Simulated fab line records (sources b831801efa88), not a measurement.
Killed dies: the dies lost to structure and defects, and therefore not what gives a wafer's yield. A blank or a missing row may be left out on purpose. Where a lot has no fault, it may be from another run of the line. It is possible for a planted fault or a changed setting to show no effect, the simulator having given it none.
What tool caused it?	flow gf180mcu	12 lots with 36 wafers sampled at 4 steps, on a route of 602 steps

WHAT THE GAUGES READ, wafer by wafer
GF_CONTACT_RS_MEAS_25: a four-point-probe measurement. Usual: CONTACT_W_RS 0.385 ohm/sq, standard deviation 0.0048.
lot	measured	on	CONTACT_W_RS (ohm/sq)	flag
L609	day 16 12:28	filmMetro-02	0.395 0.393 0.394	
L613	day 17 23:16	filmMetro-03	0.385 0.387 0.381	
L615	day 18 22:00	filmMetro-02	0.384 0.389 0.385	
L616	day 19 09:22	filmMetro-02	0.377 0.380 0.380	
L617	day 19 15:55	filmMetro-02	0.385 0.388 0.383	
L618	day 19 21:30	filmMetro-02	0.265 0.393 0.269	OFF
L619	day 20 08:16	filmMetro-01	0.384 0.266 0.261	OFF
L627	day 22 22:46	filmMetro-01	0.388 0.384 0.387	
L628	day 23 09:38	filmMetro-01	0.391 0.387 0.385	
L629	day 23 15:31	filmMetro-03	0.378 0.377 0.381	
L630	day 24 00:15	filmMetro-02	0.385 0.380 0.386	
L631	day 24 05:43	filmMetro-03	0.384 0.381 0.386	

GF_CONTACT_THK_MEAS_26: measures by xrf. Usual: CONTACT_W_THK 301 nm, standard deviation 4.
lot	measured	on	CONTACT_W_THK (nm)	flag
L609	day 16 12:35	filmMetro-02	296 295 295	
L613	day 17 23:23	filmMetro-03	306 303 309	
L615	day 18 22:07	filmMetro-02	303 298 302	
L616	day 19 09:29	filmMetro-02	306 303 304	
L617	day 19 16:01	filmMetro-02	301 300 300	
L618	day 19 21:35	filmMetro-02	433 293 428	OFF
L619	day 20 08:23	filmMetro-01	302 437 447	OFF
L627	day 22 22:53	filmMetro-01	300 299 299	
L628	day 23 09:45	filmMetro-01	298 301 306	
L629	day 23 15:38	filmMetro-03	302 304 300	
L630	day 24 00:22	filmMetro-02	298 304 297	
L631	day 24 05:50	filmMetro-03	302 304 303	

WHAT TOOL EACH LOT RAN ON (gives the tool, then ch and the chambers of the sampled wafers, and finally the start)
lot	GF_CONTACT_CVD_02	GF_CONTACT_CVD_24
L609	pecvd-01 ch 0,1, day 15 13:33	cvdW-02 ch 0,1, day 16 12:22
L613	pecvd-03 ch 0,1, day 16 23:02	cvdW-02 ch 0,1, day 17 23:10
L615	pecvd-03 ch 0,2, day 17 21:36	cvdW-02 ch 0,1, day 18 21:53
L616	pecvd-01 ch 0,1, day 18 07:48	cvdW-01 ch 0,1, day 19 09:16
L617	pecvd-04 ch 1,2, day 18 14:23	cvdW-01 ch 0,1, day 19 15:47
L618	pecvd-01 ch 0,1,2, day 18 19:28	cvdW-01 ch 0,1, day 19 21:22
L619	pecvd-04 ch 1,2, day 19 06:41	cvdW-01 ch 0,1, day 20 08:10
L627	pecvd-01 ch 0,1,2, day 21 21:53	cvdW-02 ch 0,1, day 22 22:40
L628	pecvd-04 ch 0,1,2, day 22 08:52	cvdW-02 ch 0,1, day 23 09:32
L629	pecvd-01 ch 1, day 22 15:05	cvdW-01 ch 1, day 23 15:25
L630	pecvd-01 ch 0,1,2, day 23 00:08	cvdW-02 ch 0,1, day 24 00:08
L631	pecvd-04 ch 0,1,2, day 23 05:11	cvdW-01 ch 0,1, day 24 05:37
- GF_CONTACT_CVD_02: deposits SiO2 from TEOS, target thk 860 nm, time 95.992 s.
- GF_CONTACT_CVD_24: deposits W, target thk 300 nm, time 90.339 s.

AS READ BY THE TOOLS THEMSELVES (means over the sampled wafers that have a number; for cases with no such wafer, the mark the record gives instead)
GF_CONTACT_CVD_02. Usual: heaterPowerW at 688 W, with a standard deviation of 98.
lot	tool	heaterPowerW (W)	flag
L609	pecvd-01	789	
L613	pecvd-03	588	
L615	pecvd-03	593	
L616	pecvd-01	748	
L617	pecvd-04	726	
L618	pecvd-01	746	
L619	pecvd-04	682	
L627	pecvd-01	745	
L628	pecvd-04	695	
L629	pecvd-01	809	
L630	pecvd-01	756	
L631	pecvd-04	707	

GF_CONTACT_CVD_24. Usual: heaterPowerW at 879 W, with a standard deviation of 140.
lot	tool	heaterPowerW (W)	flag
L609	cvdW-02	890	
L613	cvdW-02	929	
L615	cvdW-02	923	
L616	cvdW-01	809	
L617	cvdW-01	884	
L618	cvdW-01	830	
L619	cvdW-01	864	
L627	cvdW-02	830	
L628	cvdW-02	947	
L629	cvdW-01	773	
L630	cvdW-02	937	
L631	cvdW-01	836	

THE ANSWER, worked out from the rows above alone
Rule: a lot counts as off when the mean over its wafers that have a number is more than 3 standard deviations away from the usual mean. Also off: a lot with no number at a reading for which 4 or more lots have one. Where the step has rows for the other lots, those lots are counted as sound. First the gauges in route order, then the tools' own readings, where a lot's mean is used as printed above. The first step at which some lot is off is used, and at that step the reading that is off furthest; a lot without a number counts as furthest.
Off: L618, L619, at GF_CONTACT_RS_MEAS_25 (CONTACT_W_RS).
If a tool, at a process step before that reading, ran all the lots that are off and no sound lot after the first of them, it fits. The gauges at GF_CONTACT_RS_MEAS_25 are tried like those tools. None of those tried fits.

WHAT THE SIMULATOR HAD PUT IN
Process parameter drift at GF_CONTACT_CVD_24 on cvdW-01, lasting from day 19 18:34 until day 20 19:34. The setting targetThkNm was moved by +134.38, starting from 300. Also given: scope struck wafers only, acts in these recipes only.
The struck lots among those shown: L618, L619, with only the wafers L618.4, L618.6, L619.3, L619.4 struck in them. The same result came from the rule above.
